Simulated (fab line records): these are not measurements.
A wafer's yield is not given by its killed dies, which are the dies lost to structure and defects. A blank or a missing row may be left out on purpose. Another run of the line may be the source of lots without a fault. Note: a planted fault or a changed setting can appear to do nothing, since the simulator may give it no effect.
Which tool did it?	flow sky130	14 lots, 42 wafers sampled, at 2 steps of a route of 708

## WHAT THE GAUGES READ, wafer by wafer
SKY_NWELL_THK_MEAS_02.
lot	measured	on	NWELL_OXIDATION_THK (nm)
L401	day 2 16:16	filmMetro-03	9.85 9.76 9.92
L402	day 3 03:22	filmMetro-01	9.64 9.71 9.70
L403	day 3 10:34	filmMetro-03	9.87 9.98 10.06
L404	day 3 10:35	filmMetro-01	9.49 9.52 9.47
L406	day 3 18:40	filmMetro-04	9.53 9.63 9.64
L409	day 4 07:22	filmMetro-01	10.07 9.92 9.98
L410	day 4 11:39	filmMetro-01	12.15 12.04 12.01 12.18 12.02 12.04
L411	day 4 16:23	filmMetro-04	11.95 12.02 12.08 11.92 11.97 12.09
L412	day 4 22:48	filmMetro-04	9.92 9.83 9.91
L415	day 5 13:19	filmMetro-04	10.09 10.04 10.04
L417	day 5 22:40	filmMetro-01	10.09 9.98 9.93
L419	day 6 09:28	filmMetro-01	9.91 10.14 9.98
L420	day 6 16:11	filmMetro-01	9.74 9.70 9.58
L422	day 7 02:28	filmMetro-03	9.87 9.71 9.91

## EACH LOT AND THE TOOL THAT RAN IT (in order: tool; ch and the chambers of the sampled wafers; start)
lot	SKY_NWELL_OXIDATION_01
L401	furnace-01 ch 0, day 2 14:51
L402	furnace-01 ch 0, day 3 01:58
L403	furnace-02 ch 0, day 3 09:11
L404	furnace-02 ch 0, day 3 09:11
L406	furnace-02 ch 0, day 3 17:15
L409	furnace-02 ch 0, day 4 05:56
L410	furnace-02 ch 0, day 4 10:14
L411	furnace-02 ch 0, day 4 14:59
L412	furnace-01 ch 0, day 4 21:23
L415	furnace-01 ch 0, day 5 11:56
L417	furnace-01 ch 0, day 5 21:17
L419	furnace-01 ch 0, day 6 08:04
L420	furnace-01 ch 0, day 6 14:48
L422	furnace-01 ch 0, day 7 01:05
- SKY_NWELL_OXIDATION_01: stabilise 600 s, purge 300 s, target thk 10 nm.

## AS READ BY THE TOOLS THEMSELVES (means over the sampled wafers that have a number; for cases with no such wafer, the mark the record gives instead)
SKY_NWELL_OXIDATION_01.
lot	tool	spikeTcBottomC (C)	spikeTcCentreC (C)	spikeTcLowerC (C)	spikeTcTopC (C)	spikeTcUpperC (C)	tubeCenterTempC (C)	tube_center_temp_C_max	zonePowerTopPct (%)
L401	furnace-01	916.3	899.5	900.5	913.7	899.8	900.03	902.5	34.4
L402	furnace-01	916.2	898.7	901.3	913.7	900.0	899.93	902.2	34.7
L403	furnace-02	916.6	899.9	899.0	912.7	899.3	900.02	902.6	34.8
L404	furnace-02	915.5	901.2	900.1	912.5	899.7	899.95	902.3	34.1
L406	furnace-02	916.1	901.1	899.5	911.7	900.7	899.97	902.2	34.2
L409	furnace-02	915.5	900.3	899.5	912.0	900.0	900.06	902.0	34.4
L410	furnace-02	935.4	919.5	917.9	930.9	919.8	918.80	921.3	35.6
L411	furnace-02	936.1	919.3	918.7	931.7	919.1	918.77	921.1	35.7
L412	furnace-01	916.1	899.4	901.8	914.2	899.4	900.03	902.4	34.7
L415	furnace-01	915.9	899.4	902.1	913.2	900.0	899.97	902.1	34.5
L417	furnace-01	914.6	898.6	901.4	913.9	900.0	900.04	902.2	34.7
L419	furnace-01	915.7	899.4	901.4	913.5	899.1	899.98	902.2	34.9
L420	furnace-01	915.6	899.5	902.2	913.5	899.4	899.95	902.3	34.5
L422	furnace-01	914.8	899.3	901.5	914.8	899.4	899.98	902.6	34.9

## THE ANSWER, worked out from the rows above alone
Rule: usual is defined by the lots themselves. The widest of any qualifying gaps counts: lots, ordered by their means at a reading, are off when they make up no more than a third of the lots, leave a main group of 4 or more, and stand apart from it by 3 or more times the standard deviation of that group's means. Not used: any main group whose means are identical at the precision the tables above print for the reading. A lot without any number at a reading at which 4 lots or more have one is off too. All remaining lots with rows at the step are treated as sound. After the gauges, taken in route order, come the tools' own readings; for these a lot's mean is taken, as printed above. The first step at which some lot is off is used, and at that step the reading that is off furthest; a lot without a number counts as furthest.
Off: L410, L411, at SKY_NWELL_THK_MEAS_02 (NWELL_OXIDATION_THK). The main group: mean 9.84 nm, standard deviation 0.18.
A tool fits if, at a process step before that reading, it ran every lot that is off, and no sound lot after the first of them. The gauges at SKY_NWELL_THK_MEAS_02 aren't tried: what is off there is off at SKY_NWELL_OXIDATION_01 too, on other tools, and a gauge's error can't cause that. One candidate fits, namely furnace-02 at SKY_NWELL_OXIDATION_01. A fault onset in the window from L409 (day 4 05:56, its last sound lot) to L410 (day 4 10:14, its first lot off) fits.
The tool's own readings at SKY_NWELL_OXIDATION_01 bear it out: on the lots that are off they differ by more than 5 times the standard deviation of the sound lots' means. spikeTcBottomC reads 935.8 C there against 915.7 C on the sound lots; spikeTcCentreC reads 919.4 C there against 899.7 C on the sound lots; spikeTcLowerC reads 918.3 C there against 900.9 C on the sound lots; spikeTcTopC reads 931.3 C there against 913.3 C on the sound lots; spikeTcUpperC reads 919.5 C there against 899.7 C on the sound lots; tubeCenterTempC reads 918.78 C there against 899.99 C on the sound lots; tube_center_temp_C_max reads 921.2 there against 902.3 on the sound lots.

## WHAT WAS PUT IN BY THE SIMULATOR
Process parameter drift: furnace-02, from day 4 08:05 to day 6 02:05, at SKY_NWELL_OXIDATION_01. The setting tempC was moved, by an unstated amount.
Shown lots that were struck: L410, L411. The same result came from the rule above.
